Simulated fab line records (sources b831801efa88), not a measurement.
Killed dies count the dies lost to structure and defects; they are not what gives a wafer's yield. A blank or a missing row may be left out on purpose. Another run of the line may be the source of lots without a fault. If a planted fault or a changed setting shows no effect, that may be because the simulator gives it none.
fab line records | flow sky130
[record] lots = 11 | wafers = 33 | last-day = 50
route steps=708 shown VT_ADJUST_PCH@152 SONOS_TUNNEL@161 SONOS_ONO@173 POLY_GATE@229 PAD_OPEN@708
lots with no fault: from the same line, run without faults
start-h: hours from the record's first day to the start of the lot's first wafer shown | wait-h: hours since the lot's step before | " the same as in the row above | L1.1+2: several wafers, shown together as one row | - no value, or no start given | * or withheld: withheld | < > ~ a bound
route shown NAME@n: NAME is a module with steps in the file, n the number in the route of the first one | usual: mean and standard deviation over wafers with no fault | same: alike in all rows | chamber/n: place in a boat | sites: per-site readings | _std_site: the standard deviation of these | _edge_site: mean of outer sites minus mean of inner sites | radius-mm: how far each site lies from the wafer's centre | mask NAME#n: copy n | behind: the tool/chamber that last shaped the wafer | hold: why the lot went on hold/how many hours it stayed there/how the hold came to an end | device: which transistor (n, p or np) failed to switch | end of line: the tests these same wafers got at the end of their route | for a step that has no rows: nothing shown but its recipe | killed: count of dies lost to structure and defects at first sort (not the wafer's yield) | map: shows each die of a wafer: x if killed, . if not, _ if none is there
set.NAME: the setting the step ran with; set.NAME@STEP: the setting that earlier step ran with | model.NAME: the simulator's own value behind a step, which no gauge read
route steps across a sampled set of lots; one table per step, one row per wafer
services: from which hour (start-h, from the record's first day; less than 0 if before it) a tool's chamber was out of use, for how many hours, and why
[[steps]]
[step SKY_VT_ADJUST_PCH_STRIP_09]
[recipe] chemistry = O2/N2 | power-w = 1400 | pressure-mtorr = 1500 | platen-temp-c = withheld | o2-flow-sccm = 3000 | n2-flow-sccm = 300 | overash-fraction = 0.5
[usual] chamber-pressure-mTorr = 1500.0/1.4 | drypump-motor-current-A = 5.7/0.35 | oes-product-au = 0.723/0.0047 | strip-time-to-endpoint-s = 36.97/0.098
lot.wafer | tool            | chamber | start-h | wait-h | chamber-pressure-mTorr | drypump-motor-current-A | oes-product-au | rf-hours-counter-h | strip-time-to-endpoint-s
L860.1    | plasma-asher-02 | 1       | 229.45  | 0.1    | 1501.3                 | 5.1                     | 0.727          | 40                 | 36.99
L860.4    | "               | 0       | "       | "      | 1499.6                 | 5.7                     | 0.729          | -                  | 37.02
L860.6    | "               | 1       | "       | "      | 1498.4                 | 5.1                     | 0.724          | -                  | 37.16
L861.2    | plasma-asher-02 | 0       | 236.99  | 0.1    | 1500.4                 | 5.7                     | 0.722          | 41                 | 37.04
L861.4    | "               | 1       | "       | "      | 1499.2                 | 5.1                     | 0.726          | -                  | 36.99
L861.5    | "               | 1       | "       | "      | 1499.4                 | 5.1                     | 0.715          | -                  | 37.01
L862.2    | plasma-asher-02 | 0       | 240.48  | 0.1    | 1499.1                 | 5.7                     | 0.726          | 41                 | 37.02
L862.3    | "               | 0       | "       | "      | 1499.7                 | 5.7                     | 0.714          | -                  | 36.92
L862.5    | "               | 1       | "       | "      | 1500.4                 | 5.1                     | 0.723          | -                  | 37.03
L864.1    | plasma-asher-03 | 0       | 275.33  | 0.1    | 1501.0                 | 5.6                     | 0.716          | 59                 | 36.99
L864.2    | "               | 1       | "       | "      | 1500.5                 | 5.7                     | 0.728          | 59                 | 37.08
L864.3    | "               | 0       | "       | "      | 1498.7                 | 5.6                     | 0.723          | -                  | 36.91
L867.2    | plasma-asher-04 | 1       | 287.35  | 0.1    | 1499.0                 | 6.3                     | 0.725          | 17                 | 37.23
L867.3    | "               | 1       | "       | "      | 1499.6                 | 6.4                     | 0.725          | -                  | 36.93
L867.6    | "               | 1       | "       | "      | 1498.4                 | 6.3                     | 0.725          | -                  | 37.07
L868.1    | plasma-asher-03 | 1       | 287.58  | 0.1    | 1500.8                 | 5.6                     | 0.718          | 60                 | 36.91
L868.3    | "               | 0       | "       | "      | 1499.4                 | 5.6                     | 0.731          | -                  | 37.08
L868.6    | "               | 0       | "       | "      | 1500.8                 | 5.6                     | 0.723          | -                  | 36.97
L869.2    | plasma-asher-03 | 0       | 299.45  | 0.1    | 1501.6                 | 5.6                     | 0.724          | 61                 | 37.04
L869.3    | "               | 1       | "       | "      | 1501.3                 | 5.6                     | 0.718          | -                  | 36.97
L869.4    | "               | 0       | "       | "      | 1499.6                 | 5.6                     | 0.727          | -                  | 37.00
L870.1    | plasma-asher-02 | 0       | 309.60  | 0.1    | 1497.1                 | 5.7                     | 0.733          | 48                 | 37.03
L870.2    | "               | 1       | "       | "      | 1501.0                 | 5.1                     | 0.718          | 48                 | 37.01
L870.5    | "               | 1       | "       | "      | 1499.0                 | 5.1                     | 0.725          | -                  | 36.86
L879.2    | plasma-asher-03 | 1       | 370.53  | 0.1    | 1501.1                 | 5.7                     | 0.730          | 68                 | 37.11
L879.5    | "               | 1       | "       | "      | 1498.4                 | 5.7                     | 0.724          | -                  | 37.08
L879.6    | "               | 0       | "       | "      | 1496.2                 | 5.6                     | 0.720          | -                  | 37.03
L881.2    | plasma-asher-02 | 0       | 394.59  | 0.1    | 1500.7                 | 5.7                     | 0.725          | 55                 | 36.85
L881.3    | "               | 0       | "       | "      | 1500.8                 | 5.7                     | 0.714          | -                  | 36.73
L881.4    | "               | 1       | "       | "      | 1499.7                 | 5.1                     | 0.729          | -                  | 36.79
L883.2    | plasma-asher-02 | 1       | 400.60  | 0.1    | 1498.8                 | 5.1                     | 0.722          | 56                 | 36.85
L883.5    | "               | 1       | "       | "      | 1498.5                 | 5.0                     | 0.722          | -                  | 36.94
L883.6    | "               | 0       | "       | "      | 1499.2                 | 5.7                     | 0.726          | -                  | 36.95
[step SKY_SONOS_TUNNEL_CD_MEAS_07]
[recipe] target-cd-nm = 410
[usual] cd-nm = 409.5/2
lot.wafer | tool      | chamber | start-h | wait-h | cd-nm
L860.1    | cd-sem-01 | -       | 253.20  | 0.1    | 413.4
L860.4    | "         | -       | "       | "      | 411.1
L860.6    | "         | -       | "       | "      | 411.0
L861.2    | cd-sem-02 | -       | 260.32  | 0.1    | 408.4
L861.4    | "         | -       | "       | "      | 408.8
L861.5    | "         | -       | "       | "      | 410.0
L862.2    | cd-sem-01 | -       | 264.25  | 0.1    | 412.5
L862.3    | "         | -       | "       | "      | 410.7
L862.5    | "         | -       | "       | "      | 411.0
L864.1    | cd-sem-01 | -       | 296.98  | 0.1    | 409.5
L864.2    | "         | -       | "       | "      | 410.8
L864.3    | "         | -       | "       | "      | 409.8
L867.2    | cd-sem-02 | -       | 313.59  | 0.1    | 411.4
L867.3    | "         | -       | "       | "      | 411.1
L867.6    | "         | -       | "       | "      | 413.2
L868.1    | cd-sem-01 | -       | 313.87  | 0.1    | 408.2
L868.3    | "         | -       | "       | "      | 409.3
L868.6    | "         | -       | "       | "      | 407.4
L869.2    | cd-sem-01 | -       | 325.69  | 0.1    | 410.0
L869.3    | "         | -       | "       | "      | 410.3
L869.4    | "         | -       | "       | "      | 411.0
L870.1    | cd-sem-01 | -       | 336.13  | 0.1    | 408.9
L870.2    | "         | -       | "       | "      | 410.8
L870.5    | "         | -       | "       | "      | 408.3
L879.2    | cd-sem-01 | -       | 398.80  | 0.1    | 409.8
L879.5    | "         | -       | "       | "      | 407.4
L879.6    | "         | -       | "       | "      | 406.8
L881.2    | cd-sem-02 | -       | 424.64  | 0.1    | 408.4
L881.3    | "         | -       | "       | "      | 407.2
L881.4    | "         | -       | "       | "      | 409.0
L883.2    | cd-sem-01 | -       | 430.62  | 0.1    | 405.6
L883.5    | "         | -       | "       | "      | 410.4
L883.6    | "         | -       | "       | "      | 406.5
[step SKY_SONOS_ONO_THK_MEAS_05]
[recipe] reads = SiO2_of_SONOS_ONO_CVD_04
[usual] SONOS_ONO_CVD_04_THK = 5.72/0.12
lot.wafer | tool          | chamber | start-h | wait-h | SONOS_ONO_CVD_04_THK[nm]
L860.1    | film-metro-04 | -       | 285.59  | 0.0    | 5.72
L860.4    | "             | -       | "       | "      | 5.80
L860.6    | "             | -       | "       | "      | 5.72
L861.2    | film-metro-03 | -       | 285.60  | 0.0    | 5.88
L861.4    | "             | -       | "       | "      | 5.80
L861.5    | "             | -       | "       | "      | 5.73
L862.2    | film-metro-03 | -       | 286.85  | 0.0    | 5.68
L862.3    | "             | -       | "       | "      | 5.63
L862.5    | "             | -       | "       | "      | 5.75
L864.1    | film-metro-03 | -       | 301.40  | 0.0    | 5.74
L864.2    | "             | -       | "       | "      | 5.72
L864.3    | "             | -       | "       | "      | 5.79
L868.1    | film-metro-03 | -       | 319.79  | 0.0    | 5.72
L868.3    | "             | -       | "       | "      | 5.88
L868.6    | "             | -       | "       | "      | 5.73
L867.2    | film-metro-02 | -       | 319.80  | 0.0    | 5.77
L867.3    | "             | -       | "       | "      | 5.85
L867.6    | "             | -       | "       | "      | 5.70
L869.2    | film-metro-03 | -       | 332.21  | 0.0    | 5.54
L869.3    | "             | -       | "       | "      | 5.50
L869.4    | "             | -       | "       | "      | 5.57
L870.1    | film-metro-04 | -       | 342.26  | 0.0    | 5.71
L870.2    | "             | -       | "       | "      | 5.66
L870.5    | "             | -       | "       | "      | 5.71
L879.2    | film-metro-03 | -       | 405.05  | 0.0    | 5.68
L879.5    | "             | -       | "       | "      | 5.64
L879.6    | "             | -       | "       | "      | 5.57
L881.2    | film-metro-04 | -       | 432.22  | 0.0    | 5.81
L881.3    | "             | -       | "       | "      | 5.93
L881.4    | "             | -       | "       | "      | 5.93
L883.2    | film-metro-03 | -       | 437.03  | 0.0    | 5.75
L883.5    | "             | -       | "       | "      | 5.86
L883.6    | "             | -       | "       | "      | 5.78
[step SKY_POLY_GATE_ETCH_15]
[recipe] chemistry = N2/H2 | target = BARC | ion-energy-ev = 200 | source-w = 514.7 | bias-w = 100 | pressure-mtorr = 30 | n2-flow-sccm = 100 | h2-flow-sccm = 200 | stop-on = SiO2 | time-s = 118.5 | target-depth-a = 1100
[usual] bias-w = 100.0/0.33 | chamber-pressure-mTorr = 30.002/0.027 | drypump-motor-current-A = 6.1/0.36 | oes-product-au = 0.716/0.0047 | throttle-valve-pct = 13.213/0.0099
lot.wafer | tool        | chamber | start-h | wait-h | bias-w | chamber-pressure-mTorr | drypump-motor-current-A | oes-product-au | rf-hours-counter-h | throttle-valve-pct
L861.2    | rie-diel-03 | 1       | 399.89  | 0.0    | 99.8   | 29.998                 | 6.4                     | 0.729          | 6                  | 13.209
L861.4    | "           | 2       | "       | "      | 99.6   | 30.029                 | 5.5                     | 0.715          | 105                | 13.201
L861.5    | "           | 0       | "       | "      | 100.6  | 29.991                 | 6.5                     | 0.716          | -                  | 13.206
L860.1    | rie-diel-04 | 1       | 402.34  | 0.0    | 99.9   | 29.993                 | 6.0                     | 0.708          | 0                  | 13.220
L860.4    | "           | 3       | "       | "      | 100.0  | 30.010                 | 5.4                     | 0.713          | 2                  | 13.224
L860.6    | "           | 3       | "       | "      | 100.3  | 29.989                 | 5.4                     | 0.717          | -                  | 13.193
L862.2    | rie-diel-03 | 1       | 402.57  | 0.0    | 99.9   | 30.035                 | 6.3                     | 0.712          | 6                  | 13.210
L862.3    | "           | 0       | "       | "      | 99.9   | 30.008                 | 6.5                     | 0.718          | 12                 | 13.201
L862.5    | "           | 0       | "       | "      | 99.9   | 30.046                 | 6.4                     | 0.722          | -                  | 13.209
L864.1    | rie-diel-04 | 3       | 421.36  | 0.0    | 100.1  | 30.010                 | 5.4                     | 0.721          | 2                  | 13.213
L864.2    | "           | 0       | "       | "      | 100.1  | 29.961                 | 6.2                     | 0.716          | 80                 | 13.209
L864.3    | "           | 2       | "       | "      | 99.8   | 29.992                 | 6.2                     | 0.715          | 12                 | 13.207
L868.1    | rie-diel-03 | 3       | 441.34  | 0.0    | 100.2  | 30.017                 | 6.2                     | 0.715          | 87                 | 13.224
L868.3    | "           | 0       | "       | "      | 100.1  | 29.962                 | 6.5                     | 0.725          | 13                 | 13.214
L868.6    | "           | 0       | "       | "      | 100.1  | 29.969                 | 6.5                     | 0.708          | -                  | 13.199
L867.2    | rie-diel-01 | 0       | 443.59  | 0.0    | 100.1  | 30.032                 | 6.2                     | 0.723          | 10                 | 13.206
L867.3    | "           | 2       | "       | "      | 99.8   | 29.997                 | 6.5                     | 0.716          | 4                  | 13.223
L867.6    | "           | 0       | "       | "      | 100.1  | 30.003                 | 6.2                     | 0.711          | -                  | 13.205
L869.2    | rie-diel-03 | 1       | 458.54  | 0.0    | 99.2   | 30.035                 | 6.3                     | 0.716          | 7                  | 13.225
L869.3    | "           | 3       | "       | "      | 100.2  | 29.945                 | 6.2                     | 0.714          | 87                 | 13.195
L869.4    | "           | 2       | "       | "      | 99.8   | 30.065                 | 5.5                     | 0.720          | 0                  | 13.225
L870.1    | rie-diel-01 | 0       | 471.16  | 0.0    | 100.0  | 29.996                 | 6.2                     | 0.716          | 10                 | 13.222
L870.2    | "           | 2       | "       | "      | 99.9   | 30.013                 | 6.5                     | 0.713          | 4                  | 13.222
L870.5    | "           | 0       | "       | "      | 100.1  | 30.008                 | 6.2                     | 0.718          | -                  | 13.196
L879.2    | rie-diel-03 | 2       | 537.27  | 0.0    | 99.7   | 30.040                 | 5.5                     | 0.713          | 2                  | 13.200
L879.5    | "           | 1       | "       | "      | 45.7   | 30.010                 | 6.4                     | 0.716          | -                  | 13.197
L879.6    | "           | 2       | "       | "      | 100.4  | 30.009                 | 5.5                     | 0.714          | -                  | 13.214
L881.2    | rie-diel-01 | 0       | 562.61  | 0.0    | 99.9   | 30.001                 | 6.2                     | 0.712          | 13                 | 13.217
L881.3    | "           | 2       | "       | "      | 100.0  | 29.976                 | 6.4                     | 0.719          | 6                  | 13.198
L881.4    | "           | 1       | "       | "      | 100.7  | 29.975                 | 5.6                     | 0.718          | 9                  | 13.224
L883.2    | rie-diel-04 | 2       | 565.81  | 0.0    | 100.0  | 30.043                 | 6.2                     | 0.714          | 15                 | 13.213
L883.5    | "           | 1       | "       | "      | 100.2  | 29.995                 | 6.0                     | 0.720          | -                  | 13.227
L883.6    | "           | 2       | "       | "      | 100.2  | 29.989                 | 6.2                     | 0.724          | -                  | 13.201
[step SKY_POLY_GATE_STRIP_18]
[recipe] chemistry = O2/N2 | power-w = 1400 | pressure-mtorr = 1500 | platen-temp-c = withheld | o2-flow-sccm = 3000 | n2-flow-sccm = 300 | overash-fraction = 0.5
[usual] chamber-pressure-mTorr = 1500.1/1.4 | drypump-motor-current-A = 5.7/0.39 | oes-product-au = 0.359/0.0048 | strip-time-to-endpoint-s = 3.14/0.04
lot.wafer | tool            | chamber | start-h | wait-h | chamber-pressure-mTorr | drypump-motor-current-A | oes-product-au | rf-hours-counter-h | strip-time-to-endpoint-s
L861.2    | plasma-asher-03 | 1       | 400.13  | 0.0    | 1501.0                 | 5.7                     | 0.357          | 71                 | 3.14
L861.4    | "               | 1       | "       | "      | 1497.9                 | 5.6                     | 0.358          | -                  | 3.11
L861.5    | "               | 1       | "       | "      | 1499.3                 | 5.6                     | 0.362          | -                  | 3.12
L860.1    | plasma-asher-04 | 1       | 402.58  | 0.0    | 1500.6                 | 6.4                     | 0.355          | 27                 | 3.15
L860.4    | "               | 0       | "       | "      | 1502.0                 | 6.0                     | 0.361          | -                  | 3.10
L860.6    | "               | 0       | "       | "      | 1499.2                 | 5.9                     | 0.357          | -                  | 3.09
L862.2    | plasma-asher-03 | 1       | 402.81  | 0.0    | 1500.1                 | 5.7                     | 0.360          | 72                 | 3.10
L862.3    | "               | 0       | "       | "      | 1501.9                 | 5.6                     | 0.357          | -                  | 3.09
L862.5    | "               | 1       | "       | "      | 1498.2                 | 5.6                     | 0.356          | -                  | 3.11
L864.1    | plasma-asher-02 | 1       | 421.59  | 0.0    | 1498.7                 | 5.1                     | 0.362          | 58                 | 3.08
L864.2    | "               | 0       | "       | "      | 1496.4                 | 5.7                     | 0.351          | 58                 | 3.12
L864.3    | "               | 1       | "       | "      | 1499.6                 | 5.1                     | 0.373          | -                  | 3.19
L868.1    | plasma-asher-03 | 1       | 441.58  | 0.0    | 1498.5                 | 5.7                     | 0.352          | 1                  | 3.11
L868.3    | "               | 0       | "       | "      | 1499.5                 | 5.5                     | 0.358          | -                  | 3.10
L868.6    | "               | 1       | "       | "      | 1501.4                 | 5.7                     | 0.362          | -                  | 3.10
L867.2    | plasma-asher-04 | 0       | 443.83  | 0.0    | 1498.4                 | 5.9                     | 0.351          | 32                 | 3.06
L867.3    | "               | 0       | "       | "      | 1499.6                 | 5.9                     | 0.362          | -                  | 3.14
L867.6    | "               | 1       | "       | "      | 1500.9                 | 6.3                     | 0.358          | -                  | 3.07
L869.2    | plasma-asher-03 | 0       | 458.78  | 0.0    | 1500.1                 | 5.5                     | 0.357          | 2                  | 3.12
L869.3    | "               | 0       | "       | "      | 1501.1                 | 5.6                     | 0.356          | -                  | 3.13
L869.4    | "               | 1       | "       | "      | 1498.1                 | 5.6                     | 0.358          | -                  | 3.12
L870.1    | plasma-asher-02 | 1       | 471.39  | 0.0    | 1500.6                 | 5.1                     | 0.356          | 63                 | 3.08
L870.2    | "               | 0       | "       | "      | 1500.3                 | 5.7                     | 0.362          | 63                 | 3.09
L870.5    | "               | 1       | "       | "      | 1499.8                 | 5.1                     | 0.357          | -                  | 3.08
L879.2    | plasma-asher-02 | 0       | 537.51  | 0.0    | 1497.9                 | 5.7                     | 0.361          | 69                 | 3.14
L879.5    | "               | 1       | "       | "      | 1501.1                 | 5.1                     | 0.368          | -                  | 3.32
L879.6    | "               | 0       | "       | "      | 1501.2                 | 5.7                     | 0.363          | -                  | 3.14
L881.2    | plasma-asher-02 | 1       | 562.84  | 0.0    | 1500.3                 | 5.1                     | 0.359          | 72                 | 3.15
L881.3    | "               | 1       | "       | "      | 1498.4                 | 5.1                     | 0.354          | -                  | 3.12
L881.4    | "               | 0       | "       | "      | 1500.5                 | 5.7                     | 0.361          | -                  | 3.17
L883.2    | plasma-asher-04 | 0       | 566.04  | 0.0    | 1499.7                 | 5.9                     | 0.369          | 45                 | 3.27
L883.5    | "               | 1       | "       | "      | 1502.3                 | 6.3                     | 0.362          | -                  | 3.19
L883.6    | "               | 0       | "       | "      | 1499.1                 | 5.9                     | 0.369          | -                  | 3.23
[step SKY_PAD_OPEN_PROBE_99]
[usual] killed_at_M0_to_M3 = 44/6.6 | killed_at_M4_up = 3.0/1.9 | killed-at-contacts = 24/5.1 | killed-at-front-end = 16/4.6 | killed-at-other = 0.3/0.59 | killed-dies = 88/9.5 | killed-open = 48/6.7 | killed-short = 40/6.1
[same] gross-dies = 492 | killed-at-back-side = 0
lot.wafer | tool      | chamber | start-h | wait-h | killed_at_M0_to_M3 | killed_at_M4_up | killed-at-contacts | killed-at-front-end | killed-at-other | killed-dies | killed-open | killed-short
L860.1    | prober-02 | -       | 1102.47 | 0.1    | 42                 | 5               | 25                 | 19                  | 0               | 91          | 57          | 34
L860.4    | prober-02 | -       | 1102.62 | 0.2    | 38                 | 1               | 25                 | 16                  | 0               | 80          | 44          | 36
L860.6    | prober-02 | -       | 1102.72 | 0.2    | 46                 | 3               | 19                 | 13                  | 0               | 81          | 41          | 40
L862.2    | prober-01 | -       | 1108.46 | 0.1    | 50                 | 2               | 28                 | 20                  | 1               | 101         | 52          | 49
L862.3    | prober-01 | -       | 1108.51 | 0.2    | 37                 | 2               | 21                 | 13                  | 0               | 73          | 39          | 33
L862.5    | prober-01 | -       | 1108.61 | 0.2    | 47                 | 3               | 20                 | 17                  | 0               | 87          | 42          | 45
L879.2    | prober-02 | -       | 1188.48 | 0.1    | 43                 | 4               | 28                 | 16                  | 0               | 91          | 57          | 31
L879.5    | prober-02 | -       | 1188.63 | 0.2    | 45                 | 2               | 28                 | 9                   | 0               | 84          | 43          | 41
L879.6    | prober-02 | -       | 1188.68 | 0.2    | 39                 | 2               | 22                 | 16                  | 0               | 79          | 38          | 41
L883.2    | prober-02 | -       | 1201.69 | 0.1    | 42                 | 0               | 29                 | 16                  | 0               | 87          | 39          | 48
L883.5    | prober-02 | -       | 1201.84 | 0.2    | 44                 | 2               | 26                 | 10                  | 0               | 82          | 47          | 35
L883.6    | prober-02 | -       | 1201.89 | 0.2    | 38                 | 3               | 17                 | 11                  | 1               | 70          | 37          | 33
// killed by level:class
L860.1 VIA2:geometric-particle:open=12 VIA1:geometric-particle:open=11 LI_CONTACT:geometric-particle:open=8 CONTACT:geometric-particle:open=7 FIELD_ISO:geometric-particle:open=6 METAL4:geometric-particle:short=5 FIELD_ISO:geometric-particle:short=4 CONTACT:geometric-particle:short=4
L860.4 LI_CONTACT:geometric-particle:open=9 VIA1:geometric-particle:open=8 VIA2:geometric-particle:open=7 VIA3:geometric-particle:open=7 FIELD_ISO:geometric-particle:short=6 CONTACT:geometric-particle:open=6 METAL1:geometric-particle:short=5 LOCAL_INTERCONNECT:geometric-particle:short=4
L860.6 VIA1:geometric-particle:open=11 CONTACT:geometric-particle:open=9 VIA1:geometric-particle:short=7 VIA2:geometric-particle:short=7 VIA3:geometric-particle:open=6 CONTACT:geometric-particle:short=5 METAL2:geometric-particle:short=5 POLY_GATE:geometric-particle:short=4
L862.2 VIA1:geometric-particle:open=17 LI_CONTACT:geometric-particle:open=11 FIELD_ISO:geometric-particle:short=8 CONTACT:geometric-particle:short=8 VIA3:geometric-particle:open=6 POLY_GATE:geometric-particle:short=5 METAL2:geometric-particle:short=5 FIELD_ISO:geometric-particle:open=4
L862.3 VIA1:geometric-particle:open=11 FIELD_ISO:geometric-particle:open=8 CONTACT:geometric-particle:short=7 VIA2:geometric-particle:open=6 LI_CONTACT:geometric-particle:open=5 VIA1:geometric-particle:short=5 METAL2:geometric-particle:short=5 CONTACT:geometric-particle:open=4
L862.5 METAL2:geometric-particle:short=11 CONTACT:geometric-particle:open=8 VIA1:geometric-particle:open=8 VIA1:geometric-particle:short=7 VIA2:geometric-particle:open=6 FIELD_ISO:geometric-particle:short=4 POLY_GATE:geometric-particle:open=4 CONTACT:geometric-particle:short=4
L879.2 LI_CONTACT:geometric-particle:open=15 VIA1:geometric-particle:open=13 CONTACT:geometric-particle:open=8 VIA2:geometric-particle:open=8 VIA1:geometric-particle:short=5 FIELD_ISO:geometric-particle:short=4 VIA2:geometric-particle:short=4 POLY_GATE:geometric-particle:open=3
L879.5 VIA1:geometric-particle:open=10 CONTACT:geometric-particle:short=9 VIA3:geometric-particle:short=8 CONTACT:geometric-particle:open=8 VIA3:geometric-particle:open=8 VIA1:geometric-particle:short=6 LI_CONTACT:geometric-particle:open=5 METAL2:geometric-particle:short=5
L879.6 VIA2:geometric-particle:open=9 METAL2:geometric-particle:short=5 POLY_GATE:geometric-particle:open=5 LI_CONTACT:geometric-particle:open=5 CONTACT:geometric-particle:open=5 VIA1:geometric-particle:open=5 VIA3:geometric-particle:open=5 LI_CONTACT:geometric-particle:short=4
L883.2 FIELD_ISO:geometric-particle:short=8 METAL1:geometric-particle:short=8 VIA1:geometric-particle:open=8 LI_CONTACT:geometric-particle:short=7 LOCAL_INTERCONNECT:geometric-particle:short=7 VIA2:geometric-particle:open=7 LI_CONTACT:geometric-particle:open=6 VIA3:geometric-particle:open=5
L883.5 VIA1:geometric-particle:open=11 VIA2:geometric-particle:open=7 LI_CONTACT:geometric-particle:open=7 CONTACT:geometric-particle:open=7 VIA1:geometric-particle:short=6 METAL1:geometric-particle:short=5 VIA3:geometric-particle:open=5 LOCAL_INTERCONNECT:geometric-particle:short=4
L883.6 VIA3:geometric-particle:open=9 VIA2:geometric-particle:open=6 CONTACT:geometric-particle:open=6 METAL2:geometric-particle:short=6 LI_CONTACT:geometric-particle:open=5 VIA1:geometric-particle:open=5 LI_CONTACT:geometric-particle:short=4 VIA1:geometric-particle:short=4
[[services]]
tool            | chamber | start-h | hours | kind
rie-diel-01     | 1       | 216.23  | 2.8   | repair
rie-diel-04     | 0       | 234.80  | 1.4   | repair
rie-diel-03     | -       | 248.29  | 0.7   | repair
rie-diel-04     | 1       | 254.23  | 11.0  | repair
rie-diel-03     | 0       | 282.62  | 6.6   | repair
rie-diel-04     | 1       | 291.10  | 6.6   | repair
rie-diel-01     | -       | 291.96  | 0.9   | repair
rie-diel-04     | -       | 317.05  | 1.3   | repair
rie-diel-04     | -       | 323.38  | 2.8   | pm
rie-diel-01     | 0       | 325.39  | 8.4   | repair
plasma-asher-04 | -       | 331.16  | 0.5   | repair
rie-diel-04     | -       | 342.67  | 0.4   | repair
plasma-asher-02 | -       | 369.42  | 8.3   | repair
plasma-asher-04 | -       | 385.81  | 1.2   | repair
rie-diel-01     | 1       | 388.99  | 6.0   | repair
rie-diel-04     | -       | 413.72  | 0.9   | repair
plasma-asher-04 | -       | 420.45  | 4.3   | pm
plasma-asher-03 | -       | 421.25  | 9.0   | pm
rie-diel-01     | 3       | 432.06  | 16.3  | repair
plasma-asher-03 | -       | 435.41  | 3.7   | repair
rie-diel-03     | 1       | 441.91  | 6.3   | repair
plasma-asher-03 | -       | 461.89  | 2.8   | pm
plasma-asher-02 | -       | 464.49  | 2.4   | repair
plasma-asher-02 | -       | 563.22  | 1.2   | repair
[[key]]
[first-sign] step = SKY_POLY_GATE_ETCH_15 | reading = bias-w | direction = down | sigmas = 99+ | usual = 100.0 | struck = 45.7
[effect] step = SKY_POLY_GATE_STRIP_18 | reading = strip-time-to-endpoint-s | direction = up | sigmas = 4.6 | usual = * | struck = *
met-at SKY_POLY_GATE_ETCH_15
struck-lots L879
struck-wafers L879.5
tester-left-out L879
not-acting-at SKY_VT_ADJUST_PCH_STRIP_09,SKY_SONOS_TUNNEL_CD_MEAS_07,SKY_SONOS_ONO_THK_MEAS_05
onset-between 458.54 537.27
[fault] kind = process-parameter-drift | tool = rie-diel-03 | chamber = 1 | onset-h = 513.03 | steps = SKY_POLY_GATE_ETCH_15 | channel = bias-w | offset = -53.643 | shape = step | end-h = 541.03 | acts-in = these-recipes-only | stated = 100
// tester-left-out: of these lots the tester's yield and bins aren't shown, on N5 and GAA mostly nor the transistor test; their killed dies are dies lost to structure and defects alone, not to doping, threshold or leakage, so they don't give the yield
